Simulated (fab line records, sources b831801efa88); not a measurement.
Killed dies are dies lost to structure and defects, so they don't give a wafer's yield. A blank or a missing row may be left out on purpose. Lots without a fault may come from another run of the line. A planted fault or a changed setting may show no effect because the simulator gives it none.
fab line records | flow sky130
record lots=6 wafers=18 last_day=50
route steps=708 shown VIA1@475 METAL2@483 VIA2@507 PAD_OPEN@708
lots that met no fault: from a run of the same line without faults
start_h: hours from the record's first day to the start of the lot's first wafer shown | wait_h: hours since the lot's step before | " the same as in the row above | L1.1+2: a row that stands for several wafers | - no value, or no start given | * or withheld: withheld | < > ~ a bound
route shown NAME@n: a module of which the file shows steps, and the number in the route of the first | usual: mean/standard deviation of fault-free wafers | same: alike in all rows | chamber/n: place in a boat | sites: the reading at each site | _std_site: their standard deviation | _edge_site: outer sites' mean less inner sites' | radius_mm: how far each site lies from the wafer's centre | mask NAME#n: copy n | behind: the tool/chamber that last shaped the wafer | hold: why the lot was held/for how many hours/how that ended | device: the transistor (n, p or np) that didn't switch | end of line: the same wafers' tests at the end of the route | a step without rows: its recipe alone | killed: dies lost to structure and defects at the first sort, not the wafer's yield | map: a wafer's dies, x killed, . not, _ none there
set.NAME: the setting as run; set.NAME@STEP: as run at that earlier step | model.NAME: the simulator's own value behind a step, which no gauge read
lots at some steps of the route; a table a step, a row a wafer
services: from which hour (start_h, from the record's first day; less than 0 if before it) a tool's chamber was out of use, for how many hours, and why
## steps
# step SKY_VIA1_STRIP_17
# recipe chemistry=post_etch_residue_remover time_s=1200 temp_c=72.5
# step SKY_VIA1_CLEAN_18
# recipe chemistry=IPA time_s=180 temp_c=25
# step SKY_VIA1_CLEAN_19
# recipe chemistry=O3/DIW dry=n2_spin
# step SKY_VIA1_SPUTTER_20
# recipe material=TiN target_thk_nm=20 chamber_pressure_pa=5 power_w=4000 time_s=80
# step SKY_VIA1_CVD_21
# recipe material=W target_thk_nm=270 time_s=80.902 temp_c=400 pressure_torr=40
# usual chamber_pressure_Torr=39.98/0.087 heater_power_outer_w=567/86 heater_power_w=921/94
# columns lot.wafer tool chamber start_h wait_h chamber_pressure_Torr heater_power_outer_w heater_power_w
L405.1 cvd_w-02 1 837.26 0.0 40.14 576 935
L405.5 " 0 " " 39.86 686 1038
L405.6 " 1 " " 39.94 572 947
L409.1 cvd_w-02 0 838.56 0.0 39.90 693 1041
L409.3 " 1 " " 39.91 567 936
L409.6 " 0 " " 39.99 708 1071
L415.2 cvd_w-01 1 894.39 0.0 39.93 446 777
L415.3 " 1 " " 40.10 444 798
L415.6 " 0 " " 40.06 604 979
L417.2 cvd_w-01 1 915.72 0.0 40.00 444 775
L417.4 " 1 " " 39.80 445 807
L417.6 " 1 " " 40.01 458 803
L420.1 cvd_w-02 0 918.01 0.0 39.81 662 986
L420.3 " 1 " " 39.98 537 876
L420.4 " 0 " " 39.99 684 981
L425.1 cvd_w-01 0 948.41 0.0 40.11 609 944
L425.2 " 1 " " 40.02 450 780
L425.4 " 0 " " 39.99 594 992
# step SKY_VIA1_RS_MEAS_22
# recipe thk_meas_gauge=four-point-probe reads=W_of_VIA1_CVD_21+TiN_of_VIA1_SPUTTER_20
# usual VIA1_W_RS=0.430/0.0047
# columns lot.wafer tool chamber start_h wait_h VIA1_W_RS[ohm/sq]
L405.1 film_metro-04 - 837.36 0.1 0.428
L405.5 " - " " 0.425
L405.6 " - " " 0.431
L409.1 film_metro-01 - 838.66 0.1 0.426
L409.3 " - " " 0.431
L409.6 " - " " 0.429
L415.2 film_metro-04 - 894.50 0.1 0.435
L415.3 " - " " 0.431
L415.6 " - " " 0.428
L417.2 film_metro-01 - 915.83 0.1 0.431
L417.4 " - " " 0.427
L417.6 " - " " 0.433
L420.1 film_metro-01 - 918.11 0.1 0.430
L420.3 " - " " 0.431
L420.4 " - " " 0.427
L425.1 film_metro-01 - 948.50 0.1 0.440
L425.2 " - " " 0.444
L425.4 " - " " 0.437
# step SKY_VIA1_THK_MEAS_23
# recipe thk_meas_gauge=xrf reads=W_of_VIA1_CVD_21
# usual VIA1_W_THK=271/3.2
# columns lot.wafer tool chamber start_h wait_h VIA1_W_THK[nm]
L405.1 film_metro-04 - 837.48 0.1 270
L405.5 " - " " 273
L405.6 " - " " 268
L409.1 film_metro-01 - 838.78 0.1 274
L409.3 " - " " 271
L409.6 " - " " 270
L415.2 film_metro-04 - 894.61 0.1 268
L415.3 " - " " 270
L415.6 " - " " 273
L417.2 film_metro-01 - 915.94 0.1 272
L417.4 " - " " 274
L417.6 " - " " 271
L420.1 film_metro-01 - 918.23 0.1 273
L420.3 " - " " 273
L420.4 " - " " 275
L425.1 film_metro-01 - 948.62 0.1 268
L425.2 " - " " 264
L425.4 " - " " 268
# step SKY_VIA1_CMP_24
# recipe stop_on=SiO2 t_overpolish_s=15 down_force_psi=3.5 platen_rpm=60 target_thk_nm=0 pad_velocity_m_s=0.94248
# step SKY_METAL2_SPUTTER_00
# recipe material=Ti target_thk_nm=15 power_w=3000 time_s=10 chamber_pressure_pa=0.4
# step SKY_METAL2_SPUTTER_01
# recipe material=TiN target_thk_nm=20 power_w=6500 time_s=16.7 chamber_pressure_pa=0.4
# usual throttle_valve_pct=30.0/1.1
# columns lot.wafer tool chamber start_h wait_h throttle_valve_pct
L405.1 pvd_sputter-04 - 837.86 0.0 31.9
L405.5 " - " " 28.8
L405.6 " - " " 30.2
L409.1 pvd_sputter-02 - 839.16 0.0 31.4
L409.3 " - " " 30.3
L409.6 " - " " 29.7
L415.2 pvd_sputter-04 - 895.11 0.0 30.0
L415.3 " - " " 28.7
L415.6 " - " " 30.3
L417.2 pvd_sputter-04 - 917.09 0.0 30.2
L417.4 " - " " 28.9
L417.6 " - " " 32.3
L420.1 pvd_sputter-02 - 918.61 0.0 29.8
L420.3 " - " " 29.5
L420.4 " - " " 31.4
L425.1 pvd_sputter-01 - 950.65 0.0 28.7
L425.2 " - " " 29.9
L425.4 " - " " 29.3
# step SKY_METAL2_SPUTTER_02
# recipe material=AlCu target_thk_nm=250 power_w=10600 time_s=13.3 chamber_pressure_pa=0.4
# step SKY_METAL2_SPUTTER_03
# recipe material=Ti target_thk_nm=5 power_w=3000 time_s=3.3 chamber_pressure_pa=0.4
# step SKY_METAL2_SPUTTER_04
# recipe material=TiN target_thk_nm=70 power_w=6500 time_s=58.3 chamber_pressure_pa=0.4
# usual throttle_valve_pct=30.0/1.2
# columns lot.wafer tool chamber start_h wait_h throttle_valve_pct
L405.1 pvd_sputter-04 - 837.93 0.0 32.0
L405.5 " - " " 29.1
L405.6 " - " " 30.2
L409.1 pvd_sputter-02 - 839.24 0.0 31.4
L409.3 " - " " 29.7
L409.6 " - " " 29.9
L415.2 pvd_sputter-04 - 895.18 0.0 30.3
L415.3 " - " " 28.5
L415.6 " - " " 30.3
L417.2 pvd_sputter-04 - 917.15 0.0 30.3
L417.4 " - " " 28.8
L417.6 " - " " 32.1
L420.1 pvd_sputter-02 - 918.68 0.0 29.7
L420.3 " - " " 29.4
L420.4 " - " " 31.6
L425.1 pvd_sputter-01 - 950.72 0.0 28.5
L425.2 " - " " 30.0
L425.4 " - " " 29.3
# step SKY_METAL2_RS_MEAS_05
# recipe thk_meas_gauge=four-point-probe reads=TiN_of_METAL2_SPUTTER_04+Ti_of_METAL2_SPUTTER_03+AlCu_of_METAL2_SPUTTER_02+TiN_of_METAL2_SPUTTER_01+Ti_of_METAL2_SPUTTER_00
# usual METAL2_ALCU_RS=0.1269/0.0014
# columns lot.wafer tool chamber start_h wait_h METAL2_ALCU_RS[ohm/sq]
L405.1 film_metro-03 - 837.98 0.0 0.1257
L405.5 " - " " 0.1273
L405.6 " - " " 0.1237
L409.1 film_metro-03 - 839.29 0.0 0.1256
L409.3 " - " " 0.1275
L409.6 " - " " 0.1271
L415.2 film_metro-03 - 895.24 0.0 0.1257
L415.3 " - " " 0.1280
L415.6 " - " " 0.1257
L417.2 film_metro-02 - 917.22 0.0 0.1268
L417.4 " - " " 0.1272
L417.6 " - " " 0.1276
L420.1 film_metro-04 - 918.73 0.0 0.1267
L420.3 " - " " 0.1270
L420.4 " - " " 0.1243
L425.1 film_metro-02 - 950.77 0.0 0.1257
L425.2 " - " " 0.1262
L425.4 " - " " 0.1263
# step SKY_METAL2_THK_MEAS_06
# recipe thk_meas_gauge=xrf reads=AlCu_of_METAL2_SPUTTER_02
# usual METAL2_ALCU_THK=246.5/2.9
# columns lot.wafer tool chamber start_h wait_h METAL2_ALCU_THK[nm]
L405.1 film_metro-03 - 838.10 0.1 248.4
L405.5 " - " " 245.6
L405.6 " - " " 254.9
L409.1 film_metro-03 - 839.41 0.1 250.2
L409.3 " - " " 246.8
L409.6 " - " " 245.3
L415.2 film_metro-03 - 895.35 0.1 249.9
L415.3 " - " " 246.9
L415.6 " - " " 249.8
L417.2 film_metro-02 - 917.33 0.1 248.8
L417.4 " - " " 248.4
L417.6 " - " " 248.2
L420.1 film_metro-04 - 918.85 0.1 247.0
L420.3 " - " " 245.6
L420.4 " - " " 253.0
L425.1 film_metro-02 - 950.89 0.1 247.4
L425.2 " - " " 250.7
L425.4 " - " " 247.3
# step SKY_METAL2_DEHYDRATE_07
# recipe temp_c=200 time_s=60
# step SKY_METAL2_HMDS_08
# recipe prime_time_s=60 prime_temp_c=120
# step SKY_METAL2_COAT_09
# recipe resist=BARC temp_c=withheld time_s=withheld spin_rpm=3000 resist_thk_nm=60
# step SKY_METAL2_COAT_10
# recipe resist=KrF-thick spin_rpm=3000 resist_thk_nm=450
# step SKY_METAL2_SOFTBAKE_11
# recipe temp_c=100 time_s=90 resist=KrF-thick
# step SKY_METAL2_EXPOSE_12
# recipe mask_id=MM2 na=0.8 source_shape=annular sigma_inner=0.55 sigma_outer=0.85 target_cd_nm=140 dose_mj=28
# step SKY_METAL2_PEB_13
# recipe peb_temp_c=withheld peb_time_s=withheld resist=KrF-thick
# step SKY_METAL2_DEVELOP_14
# recipe develop_time_s=60 resist=KrF-thick dev_temp_c=20.68
# step SKY_METAL2_CD_MEAS_15
# recipe target_cd_nm=140
# usual cd_nm=140.1/1.8
# columns lot.wafer tool chamber start_h wait_h cd_nm
L405.1 cd_sem-01 - 863.82 - 138.1
L405.5 " - " " 138.9
L405.6 " - " " 139.0
L409.1 cd_sem-01 - 865.48 - 136.5
L409.3 " - " " 137.5
L409.6 " - " " 137.0
L415.2 cd_sem-01 - 920.89 - 139.2
L415.3 " - " " 136.4
L415.6 " - " " 138.7
L417.2 cd_sem-02 - 941.70 - 138.9
L417.4 " - " " 138.0
L417.6 " - " " 137.9
L420.1 cd_sem-01 - 944.23 - 140.2
L420.3 " - " " 140.0
L420.4 " - " " 139.4
L425.1 cd_sem-02 - 974.07 - 141.1
L425.2 " - " " 140.6
L425.4 " - " " 139.9
# step SKY_METAL2_OVL_MEAS_16
# usual METAL2_OVL=-5/5
# columns lot.wafer tool chamber start_h wait_h METAL2_OVL[nm]
L405.1 overlay-01 - 863.94 0.1 -13
L405.5 " - " " -17
L405.6 " - " " -12
L409.1 overlay-02 - 865.60 0.1 -7
L409.3 " - " " -9
L409.6 " - " " -13
L415.2 overlay-02 - 921.00 0.1 1
L415.3 " - " " -10
L415.6 " - " " -3
L417.2 overlay-02 - 941.81 0.1 -9
L417.4 " - " " -10
L417.6 " - " " -8
L420.1 overlay-01 - 944.35 0.1 -10
L420.3 " - " " -5
L420.4 " - " " -5
L425.1 overlay-02 - 974.19 0.1 0
L425.2 " - " " -7
L425.4 " - " " -6
# step SKY_METAL2_DESCUM_17
# recipe chemistry=O2 source_power_w=150 bias_power_w=0 pressure_mtorr=10 temp_c=40 time_s=8
# usual drypump_motor_current_A=5.9/0.38 oes_product_au=1.004/0.012
# columns lot.wafer tool chamber start_h wait_h drypump_motor_current_A oes_product_au rf_hours_counter_h
L405.1 rie_metal-04 1 863.98 0.0 6.4 1.001 4
L405.5 " 1 " " 6.4 1.015 -
L405.6 " 0 " " 5.3 0.976 -
L409.1 rie_metal-04 0 865.64 0.0 5.3 0.982 7
L409.3 " 0 " " 5.3 0.984 -
L409.6 " 1 " " 6.4 1.008 -
L415.2 rie_metal-01 1 921.03 0.0 6.0 1.006 17
L415.3 " 0 " " 6.3 1.004 -
L415.6 " 1 " " 6.0 1.013 -
L417.2 rie_metal-01 0 941.85 0.0 6.3 1.002 -
L417.4 " 0 " " 6.3 1.011 -
L417.6 " 0 " " 6.3 1.000 -
L420.1 rie_metal-01 0 944.39 0.0 6.3 1.009 14
L420.3 " 0 " " 6.3 1.008 -
L420.4 " 0 " " 6.3 1.000 -
L425.1 rie_metal-01 0 974.23 0.0 6.3 1.002 16
L425.2 " 1 " " 6.0 1.002 1
L425.4 " 1 " " 6.0 1.012 -
# step SKY_METAL2_ETCH_18
# recipe chemistry=N2/H2 target=BARC ion_energy_ev=200 bias_w=100 pressure_mtorr=30 n2_flow_sccm=100 h2_flow_sccm=200 icp_w=500 stop_on=SiO2 time_s=45.9 target_depth_a=600
# usual bias_w=99.98/0.27 drypump_motor_current_A=6.0/0.38 oes_product_au=0.855/0.0053 throttle_valve_pct=13.224/0.009
# columns lot.wafer tool chamber start_h wait_h bias_w drypump_motor_current_A oes_product_au rf_hours_counter_h throttle_valve_pct
L405.1 rie_metal-04 1 864.01 0.0 99.78 6.4 0.852 4 13.229
L405.5 " 1 " " 99.60 6.4 0.847 - 13.214
L405.6 " 0 " " 100.46 5.3 0.861 - 13.224
L409.1 rie_metal-04 0 865.67 0.0 100.43 5.3 0.862 7 13.212
L409.3 " 0 " " 100.11 5.3 0.861 - 13.229
L409.6 " 1 " " 99.85 6.4 0.860 - 13.226
L415.2 rie_metal-01 1 921.06 0.0 100.02 6.0 0.851 17 13.234
L415.3 " 0 " " 99.94 6.3 0.858 - 13.215
L415.6 " 1 " " 99.51 6.0 0.856 - 13.234
L417.2 rie_metal-01 0 941.93 0.1 99.98 6.3 0.861 - 13.231
L417.4 " 0 " " 99.84 6.3 0.845 - 13.241
L417.6 " 0 " " 99.78 6.3 0.854 - 13.217
L420.1 rie_metal-01 0 944.45 0.1 99.94 6.3 0.859 14 13.236
L420.3 " 0 " " 99.97 6.3 0.856 - 13.225
L420.4 " 0 " " 99.87 6.3 0.856 - 13.223
L425.1 rie_metal-01 0 974.26 0.0 100.15 6.3 0.855 16 13.228
L425.2 " 1 " " 99.89 6.0 0.853 1 13.227
L425.4 " 1 " " 99.73 6.0 0.856 - 13.214
# step SKY_METAL2_METAL_ETCH_19
# recipe target_depth_a=3600 stop_on=SiO2 over_etch_frac=0.3 time_s=78 chemistry=Cl2/BCl3 resist_sidewall_deg=88 pressure_mtorr=10 icp_w=900 bias_w=48.5 Cl2_flow_sccm=60 bcl3_flow_sccm=30
# step SKY_METAL2_STRIP_20
# recipe chemistry=O2/N2 power_w=1400 pressure_mtorr=1500 platen_temp_c=withheld o2_flow_sccm=3000 n2_flow_sccm=300 overash_fraction=0.5
# step SKY_METAL2_STRIP_21
# recipe chemistry=post_etch_residue_remover time_s=1200 temp_c=72.5
# step SKY_METAL2_CLEAN_22
# recipe chemistry=IPA time_s=180 temp_c=25
# step SKY_METAL2_CLEAN_23
# recipe chemistry=O3/DIW dry=n2_spin
# step SKY_VIA2_HDPCVD_00
# recipe material=SiO2 target_thk_nm=1180 sigma_open_frac=0.3 time_s=199.9 temp_c=400 sih4_flow_sccm=60 pressure_mtorr=6
# step SKY_VIA2_THK_MEAS_01
# recipe reads=SiO2_of_VIA2_HDPCVD_00
# usual VIA2_HDPCVD_THK=1199/14
# columns lot.wafer tool chamber start_h wait_h VIA2_HDPCVD_THK[nm]
L405.1 film_metro-01 - 864.88 0.1 1169
L405.5 " - " " 1200
L405.6 " - " " 1170
L409.1 film_metro-02 - 866.54 0.1 1201
L409.3 " - " " 1198
L409.6 " - " " 1196
L415.2 film_metro-01 - 921.95 0.1 1177
L415.3 " - " " 1187
L415.6 " - " " 1171
L417.2 film_metro-01 - 943.01 0.1 1186
L417.4 " - " " 1198
L417.6 " - " " 1187
L420.1 film_metro-02 - 945.51 0.1 1188
L420.3 " - " " 1190
L420.4 " - " " 1185
L425.1 film_metro-01 - 975.17 0.1 1226
L425.2 " - " " 1213
L425.4 " - " " 1208
# step SKY_VIA2_CMP_02
# recipe material=SiO2 down_force_psi=4 platen_rpm=60 pad_velocity_m_s=0.94248
# usual motor_current_A=12.7/1.2
# columns lot.wafer tool chamber start_h wait_h motor_current_A
L405.1 cmp-02 3 864.94 0.1 13.2
L405.5 " 3 " " 12.8
L405.6 " 0 " " 14.2
L409.3 cmp-01 3 866.69 0.1 11.5
L409.1 " 2 " " 14.3
L409.6 " 3 " " 11.9
L415.3 cmp-02 2 922.15 0.2 12.0
L415.2 " 3 " " 12.8
L415.6 " 2 " " 11.0
L417.2 cmp-02 2 943.91 0.9 11.5
L417.4 " 3 " " 12.0
L417.6 " 2 " " 11.8
L420.1 cmp-02 1 946.56 1.0 14.2
L420.4 " 3 " " 12.7
L420.3 " 0 " " 14.3
L425.1 cmp-01 3 975.28 0.1 12.0
L425.2 " 0 " " 12.4
L425.4 " 1 " " 11.7
# step SKY_VIA2_BOW_MEAS_03
# recipe mode=bow
# usual VIA2_BOW=86/6.8
# columns lot.wafer tool chamber start_h wait_h VIA2_BOW[um]
L405.1 film_metro-01 - 865.24 0.2 80
L405.5 " - " " 79
L405.6 " - " " 84
L409.1 film_metro-03 - 866.99 0.1 89
L409.3 " - " " 86
L409.6 " - " " 89
L415.2 film_metro-01 - 922.42 0.2 87
L415.3 " - " " 82
L415.6 " - " " 86
L417.2 film_metro-01 - 944.18 0.2 88
L417.4 " - " " 101
L417.6 " - " " 86
L420.1 film_metro-02 - 946.86 0.2 88
L420.3 " - " " 86
L420.4 " - " " 76
L425.1 film_metro-02 - 975.53 0.2 80
L425.2 " - " " 89
L425.4 " - " " 93
# step SKY_VIA2_DEHYDRATE_04
# recipe temp_c=200 time_s=60
# step SKY_VIA2_HMDS_05
# recipe prime_time_s=60 prime_temp_c=120
# step SKY_VIA2_COAT_06
# recipe resist=BARC temp_c=withheld time_s=withheld spin_rpm=3000 resist_thk_nm=60
# step SKY_VIA2_COAT_07
# recipe resist=KrF-thick spin_rpm=3000 resist_thk_nm=450
# step SKY_VIA2_SOFTBAKE_08
# recipe temp_c=100 time_s=90 resist=KrF-thick
# step SKY_VIA2_EXPOSE_09
# recipe mask_id=VIM2 na=0.8 source_shape=annular sigma_inner=0.55 sigma_outer=0.85 target_cd_nm=200 dose_mj=38
# step SKY_PAD_OPEN_PROBE_99
# usual defect_limited_yield=83.0/1.8 killed_at_M0_to_M3=42/6.6 killed_at_M4_up=3.0/1.7 killed_at_contacts=24/5.3 killed_at_front_end=15/4.5 killed_at_other=0.2/0.49 killed_dies=83/9 killed_open=45/6.9 killed_short=38/5.8 sort_bin_3_pad_short=0.8/0.4 sort_bin_5_function=10.0/1.5 sort_bin_6_memory=6.1/1.1 sort_n_pass=409/9 sort_yield_pct=83.0/1.8
# same gross_dies=492 killed_at_back_side=0 sort_bin_4_leakage[%]=0 sort_bin_8_speed[%]=0
# columns lot.wafer tool chamber start_h wait_h defect_limited_yield[%] killed_at_M0_to_M3 killed_at_M4_up killed_at_contacts killed_at_front_end killed_at_other killed_dies killed_open killed_short sort_bin_3_pad_short[%] sort_bin_5_function[%] sort_bin_6_memory[%] sort_n_pass sort_yield_pct[%] model.etest.tester.sort_n_pass model.etest.tester.sort_yield_pct model.etest.tester.sort_bin_5_pct model.etest.tester.sort_bin_3_pct
L409.1 prober-02 - 1116.28 0.1 83.1 27 3 28 25 0 83 42 41 0.4 11.4 5.1 409 83.1 409 83.13 11.38 0.4065
L409.3 prober-02 - 1116.38 0.2 81.5 33 4 31 23 0 91 45 46 0.8 11.4 6.3 401 81.5 401 81.5 11.38 0.813
L409.6 prober-02 - 1116.53 0.2 85.4 35 2 23 12 0 72 43 29 0.6 6.5 7.5 420 85.4 420 85.37 6.504 0.6098
L415.2 prober-01 - 1156.93 0.1 75.6 68 2 34 16 0 120 41 40 2.0 14.8 7.5 372 75.6 372 75.61 14.84 2.033
L415.3 prober-01 - 1156.98 0.2 78.0 64 2 19 22 1 108 44 36 1.0 14.0 6.9 384 78.0 384 78.05 14.02 1.016
L415.6 prober-01 - 1157.13 0.2 78.9 76 3 22 3 0 104 43 25 1.8 14.0 5.3 388 78.9 388 78.86 14.02 1.829
L417.2 prober-02 - 1171.13 0.1 73.8 79 5 26 19 0 129 39 50 1.4 17.9 6.9 363 73.8 363 73.78 17.89 1.423
L417.4 prober-02 - 1171.23 0.2 77.8 62 2 28 17 0 109 42 40 2.0 14.2 5.9 383 77.8 383 77.85 14.23 2.033
L417.6 prober-02 - 1171.33 0.2 75.0 75 3 22 23 0 123 44 37 2.2 14.6 8.1 369 75.0 369 75 14.63 2.236
L420.1 prober-02 - 1172.65 0.1 82.7 47 4 20 14 0 85 42 43 1.0 11.2 5.1 407 82.7 407 82.72 11.18 1.016
L420.3 prober-02 - 1172.75 0.2 84.8 42 4 20 9 0 75 45 30 1.2 8.9 5.1 417 84.8 417 84.76 8.943 1.22
L420.4 prober-02 - 1172.80 0.2 80.7 42 3 32 18 0 95 58 37 0.4 13.2 5.7 397 80.7 397 80.69 13.21 0.4065
L425.1 prober-02 - 1193.10 0.1 82.5 38 1 31 16 0 86 46 40 1.0 9.8 6.7 406 82.5 406 82.52 9.756 1.016
L425.2 prober-02 - 1193.15 0.1 84.8 42 1 21 11 0 75 34 41 1.2 8.5 5.5 417 84.8 417 84.76 8.537 1.22
L425.4 prober-02 - 1193.25 0.2 82.5 45 3 25 12 1 86 40 46 1.6 9.8 6.1 406 82.5 406 82.52 9.756 1.626
# killed by level:class
L409.1 LI_CONTACT:geometric_particle:open=7 CONTACT:geometric_particle:open=7 CONTACT:geometric_particle:short=7 VIA3:geometric_particle:open=7 POLY_GATE:geometric_particle:short=5 POLY_GATE:geometric_particle:open=5 VIA2:geometric_particle:open=5 FIELD_ISO:geometric_particle:short=4
L409.3 CONTACT:geometric_particle:open=10 VIA1:geometric_particle:open=9 METAL2:geometric_particle:short=8 LI_CONTACT:geometric_particle:open=7 CONTACT:geometric_particle:short=5 FIELD_ISO:geometric_particle:short=4 VIA2:geometric_particle:open=4 LOCAL_INTERCONNECT:geometric_particle:short=4
L409.6 CONTACT:geometric_particle:open=9 VIA2:geometric_particle:open=8 VIA1:geometric_particle:open=8 LOCAL_INTERCONNECT:geometric_particle:short=6 FIELD_ISO:geometric_particle:open=5 VIA3:geometric_particle:open=5 LI_CONTACT:geometric_particle:open=4 METAL1:geometric_particle:short=4
L415.2 METAL2:unspecified=38 LI_CONTACT:geometric_particle:open=9 CONTACT:geometric_particle:open=9 CONTACT:geometric_particle:short=7 VIA2:geometric_particle:open=7 POLY_GATE:geometric_particle:short=6 LOCAL_INTERCONNECT:geometric_particle:short=6 METAL2:geometric_particle:short=6
L415.3 METAL2:unspecified=27 VIA1:geometric_particle:open=8 LI_CONTACT:geometric_particle:open=7 CONTACT:geometric_particle:open=7 VIA2:geometric_particle:open=6 METAL3:geometric_particle:short=6 POLY_GATE:geometric_particle:short=5 POLY_GATE:geometric_particle:open=5
L415.6 METAL2:unspecified=36 CONTACT:geometric_particle:open=14 VIA1:geometric_particle:open=11 METAL1:geometric_particle:short=6 VIA2:geometric_particle:open=6 VIA1:geometric_particle:short=5 CONTACT:geometric_particle:short=4 METAL3:geometric_particle:short=3
L417.2 METAL2:unspecified=40 VIA2:geometric_particle:open=10 CONTACT:geometric_particle:open=8 CONTACT:geometric_particle:short=8 METAL1:geometric_particle:short=8 POLY_GATE:geometric_particle:short=6 VIA1:geometric_particle:open=6 LI_CONTACT:geometric_particle:open=5
L417.4 METAL2:unspecified=27 CONTACT:geometric_particle:open=10 VIA1:geometric_particle:open=9 LOCAL_INTERCONNECT:geometric_particle:short=7 FIELD_ISO:geometric_particle:short=5 LI_CONTACT:geometric_particle:open=5 METAL2:geometric_particle:short=5 METAL1:geometric_particle:short=4
L417.6 METAL2:unspecified=42 VIA2:geometric_particle:open=10 FIELD_ISO:geometric_particle:short=7 LI_CONTACT:geometric_particle:open=7 VIA1:geometric_particle:open=6 POLY_GATE:geometric_particle:short=4 SPACER:geometric_particle:short=4 LOCAL_INTERCONNECT:geometric_particle:short=4
L420.1 VIA1:geometric_particle:open=10 METAL2:geometric_particle:short=8 VIA2:geometric_particle:open=7 LI_CONTACT:geometric_particle:open=6 LOCAL_INTERCONNECT:geometric_particle:short=5 VIA1:geometric_particle:short=5 POLY_GATE:geometric_particle:short=4 CONTACT:geometric_particle:open=4
L420.3 LI_CONTACT:geometric_particle:open=8 CONTACT:geometric_particle:open=8 VIA1:geometric_particle:open=8 VIA2:geometric_particle:open=5 VIA3:geometric_particle:open=5 METAL1:geometric_particle:short=4 METAL2:geometric_particle:short=4 FIELD_ISO:geometric_particle:short=3
L420.4 CONTACT:geometric_particle:open=11 VIA1:geometric_particle:open=10 VIA2:geometric_particle:open=10 LI_CONTACT:geometric_particle:open=8 FIELD_ISO:geometric_particle:short=5 LOCAL_INTERCONNECT:geometric_particle:short=5 FIELD_ISO:geometric_particle:open=4 LI_CONTACT:geometric_particle:short=4
L425.1 LI_CONTACT:geometric_particle:open=10 CONTACT:geometric_particle:open=8 LI_CONTACT:geometric_particle:short=7 VIA1:geometric_particle:open=7 FIELD_ISO:geometric_particle:short=6 METAL2:geometric_particle:short=6 FIELD_ISO:geometric_particle:open=5 VIA1:geometric_particle:short=5
L425.2 VIA1:geometric_particle:open=9 METAL2:geometric_particle:short=8 LI_CONTACT:geometric_particle:open=7 FIELD_ISO:geometric_particle:short=5 VIA2:geometric_particle:short=5 LOCAL_INTERCONNECT:geometric_particle:short=4 CONTACT:geometric_particle:short=4 CONTACT:geometric_particle:open=4
L425.4 METAL1:geometric_particle:short=9 VIA3:geometric_particle:open=9 LI_CONTACT:geometric_particle:open=7 VIA1:geometric_particle:open=7 CONTACT:geometric_particle:short=6 CONTACT:geometric_particle:open=5 VIA1:geometric_particle:short=5 LOCAL_INTERCONNECT:geometric_particle:short=4
# map L415.2 (x killed, . not)
__________.........._________
________.x....xxxx.xx._______
______...x....x..x.....x_____
_____..x.......x..xx.....____
____...x....x.x.....x.....___
___.x......x...x.......x...__
__...xx.x...........x......._
_.........x..x......x........
_....x...x...x.xx......x....x
_.........x.......x..........
_......x.x........x..........
_.................x.x......x.
_..........x...........x..x..
_......x.............xxx.....
_xx..x..x.......x.x.xxxxxxx.x
__...............x..xxxxxx.x_
___...x.x..xx....x.xxxxxxx.__
____xx...xx...x...xxxxxxxx___
_____....x.x....xx..xxxxx____
______x.....x.......xxx._____
________..xx..x.....xx_______
__________....x..x.._________
# map L417.2 (x killed, . not)
__________.xx.....x._________
________.x....x..xx.x._______
______.....xx...x...x..._____
_____...xx......x........____
____..x.x..........x......___
___xx.x.....xxx...........x__
__...xxxx.........xx.x......_
_x.....x.....xx.........x.x..
_...xx....x....x.............
_............xx.x.xx.x.......
_.........xxx................
_....x..xx.....x.......xx..x.
_....x....x....x..x.xx.......
_................xxx...xxxx..
_..........x.x.....xxxxxxxx.x
__....x.x......x..xxxxxxxx.._
___.x...........xx.xxxxxxxx__
____.....x.........xxxxxxx___
_____...........x.x.xxxxx____
______..........x...xxxx_____
________....x...x..x.._______
__________...x...x.._________
## services
# columns tool chamber start_h hours kind
cvd_w-02 1 815.71 7.3 repair
pvd_sputter-01 - 824.39 1.0 repair
rie_metal-04 - 829.42 0.5 repair
pvd_sputter-04 - 845.72 6.7 repair
cmp-01 - 851.20 0.4 repair
cvd_w-02 1 858.18 2.2 repair
pvd_sputter-04 1 860.61 - consumable_replace:kit
pvd_sputter-04 1 860.61 18.0 scheduled_down
pvd_sputter-04 1 860.61 18.0 vent_cycle
cvd_w-02 - 904.00 14.0 pm
cvd_w-02 0 904.00 14.0 vent_cycle
cvd_w-02 1 904.00 14.0 vent_cycle
pvd_sputter-02 - 908.35 4.1 repair
cmp-01 - 912.00 4.0 pm
cmp-01 - 916.00 - consumable_replace:conditioner
cvd_w-02 0 918.00 - clean
cvd_w-02 1 918.00 - clean
rie_metal-01 1 929.21 - clean
rie_metal-01 1 929.21 30.8 scheduled_down
rie_metal-01 1 929.21 30.8 vent_cycle
cmp-02 - 930.79 0.7 repair
pvd_sputter-02 0 939.23 - consumable_replace:kit
pvd_sputter-02 0 939.23 18.0 scheduled_down
pvd_sputter-02 0 939.23 18.0 vent_cycle
## key
first_sign step=SKY_PAD_OPEN_PROBE_99 reading=killed_at_M0_to_M3 direction=up sigmas=4.4 usual=42 struck=71
effect step=SKY_PAD_OPEN_PROBE_99 reading=defect_limited_yield direction=down sigmas=3.6 usual=83.0 struck=76.5
model_effect step=SKY_PAD_OPEN_PROBE_99 value=etest.tester.sort_n_pass without=407.5 struck=376.5
met_at SKY_METAL2_SPUTTER_04
struck_wafers L415.2,L415.3,L415.6,L417.2,L417.4,L417.6
onset_between 837.93 895.18
also_fits SKY_METAL2_SPUTTER_01:pvd_sputter-04
fault kind=chamber_particle_source tool=pvd_sputter-04 chamber=- onset_h=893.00 steps=SKY_METAL2_SPUTTER_04 rate_per_visit_cm2=0.4418 end_h=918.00
